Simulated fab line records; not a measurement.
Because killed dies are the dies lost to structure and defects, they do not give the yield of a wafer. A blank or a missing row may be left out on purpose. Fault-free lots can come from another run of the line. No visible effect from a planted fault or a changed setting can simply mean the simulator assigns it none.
A lot that was struck, set against a sound lot + flow sfqLine + 42 steps out of a route of 325
Sound: these wafers, L122.2, L122.3, L122.4. Struck: wafer L135.3; the same lot's L135.4 was not struck, so it is left out; see the end for the cause.
Order at every step that has rows: each side's tool, ch and its chambers, its first start. Under that, the readings that differ: sound wafers + struck wafers + difference of the means + sigmas: that difference in standard deviations of wafers without a fault.
alike: a reading whose means differ by less than 2 such deviations, as well as words and numbers matching on both sides. not compared: withheld readings; readings where some wafer has no value; bounds like >300 that might hide an equal value; numbers whose values overlap and for which the record gives no deviation.
Wherever a step has rows on one side only, a row that says differs or no value, or a row with sigmas, the two part there. When numbers do not overlap yet have no deviation, they are printed without sigmas and do not part them. A reading missing from all wafers of one side parts the sides only when that side holds two or more wafers.

first, 6 steps without rows for these wafers: SFQ_TRILAYER_I2_VIA_LITHO_COAT_072 (resist thk 62 nm); SFQ_TRILAYER_I2_VIA_LITHO_COAT_067 (resist thk 650 nm); SFQ_TRILAYER_I2_VIA_LITHO_SOFTBAKE_071; SFQ_TRILAYER_I2_VIA_LITHO_EXPOSE_068 (exposes mask I2, target cd 500 nm); SFQ_TRILAYER_I2_VIA_LITHO_PEB_070 (peb time 60 s); SFQ_TRILAYER_I2_VIA_LITHO_DEVELOP_069 (time 60 s).
SFQ_I2_OVL_MEAS_918:
  sound on overlay-02 at day 29 05:35; struck on overlay-01 at day 35 19:00
| reading     | sound  | struck | difference | sigmas |
|-------------|--------|--------|------------|--------|
| I2_OVL (nm) | -2 1 1 | 14     | +14        | +3     |
SFQ_TRILAYER_I2_VIA_BARC_OPEN_VIA_ETCH_096: etches BARC in O2, target depth 125 nm, time 41.7 s.
  sound on rieDiel-02 ch 0,2,3, day 29 05:37; struck on rieDiel-01 ch 0, day 35 19:01
  alike: drypumpMotorCurrentA, oesProductAu
  not compared: rfHoursCounterH
then, 4 steps without rows for these wafers: SFQ_TRILAYER_I2_VIA_ETCH_VIA_ETCH_070 (etches SiO2 in CHF3, stops on Nb, target depth 260 nm); SFQ_TRILAYER_I2_VIA_STRIP_STRIP_071 (strips in O2); SFQ_TRILAYER_I2_VIA_STRIP_SOLV_CLEAN_072 (cleans in NMP, time 600 s); SFQ_TRILAYER_M3_DEP_PRE_CLEAN_074 (time 22.5 s).
SFQ_TRILAYER_M3_DEP_SPUTTER_073: material Nb, target thk 200 nm, time 133.3 s.
  sound on pvdSputter-03 at day 29 06:34; struck on pvdSputter-06 at day 35 19:59
| reading                                            | sound           | struck | difference | sigmas |
|----------------------------------------------------|-----------------|--------|------------|--------|
| model.Nb_of_TRILAYER_M3_DEP_SPUTTER_073.thkNm (nm) | 197.5 199.9 200 | 184.6  | -14.5      |        |
  alike: throttleValvePct
SFQ_M3_RS_MEAS_919: the measuring method here is four-point-probe.
  sound on filmMetro-04 at day 29 06:41; struck on filmMetro-01 at day 35 20:07
| reading           | sound             | struck | difference | sigmas |
|-------------------|-------------------|--------|------------|--------|
| M3_NB_RS (ohm/sq) | 0.901 0.889 0.889 | 0.963  | +0.070     | +6     |
then, 6 steps without rows for these wafers: SFQ_TRILAYER_M3_LITHO_COAT_080 (resist thk 62 nm); SFQ_TRILAYER_M3_LITHO_COAT_075 (resist thk 600 nm); SFQ_TRILAYER_M3_LITHO_SOFTBAKE_079; SFQ_TRILAYER_M3_LITHO_EXPOSE_076 (exposes mask M3, target cd 500 nm); SFQ_TRILAYER_M3_LITHO_PEB_078 (peb time 60 s); SFQ_TRILAYER_M3_LITHO_DEVELOP_077 (time 60 s).
-- the record jumps here: 5 days lie between the struck wafers' starts before and after --
SFQ_M3_OVL_MEAS_921:
  sound on overlay-01 at day 35 09:23; struck on overlay-01 at day 41 04:12
  alike: M3_OVL
then, 1 step without rows for these wafers: SFQ_TRILAYER_M3_BARC_OPEN_METAL_ETCH_100 (etches BARC in O2, target depth 125 nm, time 41.7 s).
SFQ_TRILAYER_M3_ETCH_METAL_ETCH_078: etches Nb in Cl2/Ar, stops on SiO2, target depth 240 nm, time 120 s.
  sound on rieMetal-02 ch 0,1, day 35 09:29; struck on rieMetal-04 ch 0, day 41 04:19
| reading             | sound             | struck | difference | sigmas |
|---------------------|-------------------|--------|------------|--------|
| oesProductAu (a.u.) | 0.888 0.897 0.891 | 0.861  | -0.031     | -4     |
  alike: drypumpMotorCurrentA
  not compared: rfHoursCounterH
then, 2 steps without rows for these wafers: SFQ_TRILAYER_M3_STRIP_STRIP_079 (strips in O2); SFQ_TRILAYER_M3_STRIP_SOLV_CLEAN_080 (cleans in NMP, time 600 s).
SFQ_TRILAYER_I3_DEP_PECVD_081: deposits SiO2 from SiH4/N2O, time 111.11 s, target thk 500 nm.
  sound on pecvd-02 ch 0,1, day 35 10:23; struck on pecvd-02 ch 2, day 41 05:11
  alike: heaterPowerW, throttleValvePct
  not compared: sinceWetCleanH
then, 1 step without rows for these wafers: SFQ_TRILAYER_I3_CMP_CMP_082 (polishes SiO2).
SFQ_I3_BOW_MEAS_922:
  sound on filmMetro-01 at day 35 13:29; struck on filmMetro-02 at day 41 20:49
  alike: I3_BOW
then, 7 steps without rows for these wafers: SFQ_TRILAYER_I3_METRO_MEASURE_083; SFQ_TRILAYER_I3_VIA_LITHO_COAT_090 (resist thk 62 nm); SFQ_TRILAYER_I3_VIA_LITHO_COAT_085 (resist thk 650 nm); SFQ_TRILAYER_I3_VIA_LITHO_SOFTBAKE_089; SFQ_TRILAYER_I3_VIA_LITHO_EXPOSE_086 (exposes mask I3, target cd 500 nm); SFQ_TRILAYER_I3_VIA_LITHO_PEB_088 (peb time 60 s); SFQ_TRILAYER_I3_VIA_LITHO_DEVELOP_087 (time 60 s).
-- the record jumps here: 6 days lie between the struck wafers' starts before and after --
SFQ_I3_OVL_MEAS_923:
  sound on overlay-02 at day 40 23:38; struck on overlay-02 at day 47 17:49
| reading     | sound | struck | difference | sigmas |
|-------------|-------|--------|------------|--------|
| I3_OVL (nm) | 0 5 2 | -12    | -14        | -3     |
SFQ_TRILAYER_I3_VIA_BARC_OPEN_VIA_ETCH_121: etches BARC in O2, target depth 125 nm, time 41.7 s.
  sound on rieDiel-04 ch 0,2,3, day 40 23:40; struck on rieDiel-04 ch 2, day 47 17:50
  alike: drypumpMotorCurrentA, oesProductAu
  not compared: rfHoursCounterH
SFQ_TRILAYER_I3_VIA_ETCH_VIA_ETCH_088: etches SiO2 in CHF3, stops on Nb, target depth 260 nm.
  sound on rieDiel-04 ch 0,2,3, day 40 23:42; struck on rieDiel-04 ch 2, day 47 17:52
  alike: drypumpMotorCurrentA, oesProductAu
SFQ_TRILAYER_I3_VIA_STRIP_STRIP_089: strips in O2.
  sound on rieMetal-03 ch 0,1, day 40 23:49; struck on rieMetal-04 ch 0, day 47 18:11
  alike: drypumpMotorCurrentA, oesProductAu
  not compared: rfHoursCounterH
then, 2 steps without rows for these wafers: SFQ_TRILAYER_I3_VIA_STRIP_SOLV_CLEAN_090 (cleans in NMP, time 600 s); SFQ_TRILAYER_M4_DEP_PRE_CLEAN_092 (time 22.5 s).
-- the record jumps here: 41 days lie between the struck wafers' starts before and after --
SFQ_M8_BOW_MEAS_951:
  sound on filmMetro-03 at day 86 04:28; struck on filmMetro-03 at day 88 06:55
| reading                | sound                | struck | difference | sigmas |
|------------------------|----------------------|--------|------------|--------|
| model.etest.m3.ohmUm   | 1.786 1.767 1.783    | 1.928  | +0.149     |        |
| model.etest.i2.linkOhm | 1.971 1.97 1.967     | 2.052  | +0.083     |        |
| model.etest.m3.ohmSq   | 0.9013 0.8903 0.8901 | 0.964  | +0.070     |        |
| model.etest.i3.linkOhm | 1.967 1.979 1.946    | 2.06   | +0.10      |        |
  alike: M8_BOW

## WHERE THEY PART
Last at SFQ_I3_OVL_MEAS_923 as far as this record goes, first at SFQ_I2_OVL_MEAS_918. Later steps at which nothing parts them and some readings are alike: SFQ_TRILAYER_I3_VIA_BARC_OPEN_VIA_ETCH_121, SFQ_TRILAYER_I3_VIA_ETCH_VIA_ETCH_088, SFQ_TRILAYER_I3_VIA_STRIP_STRIP_089, SFQ_M8_BOW_MEAS_951.

WHY: what had been put in by the simulator
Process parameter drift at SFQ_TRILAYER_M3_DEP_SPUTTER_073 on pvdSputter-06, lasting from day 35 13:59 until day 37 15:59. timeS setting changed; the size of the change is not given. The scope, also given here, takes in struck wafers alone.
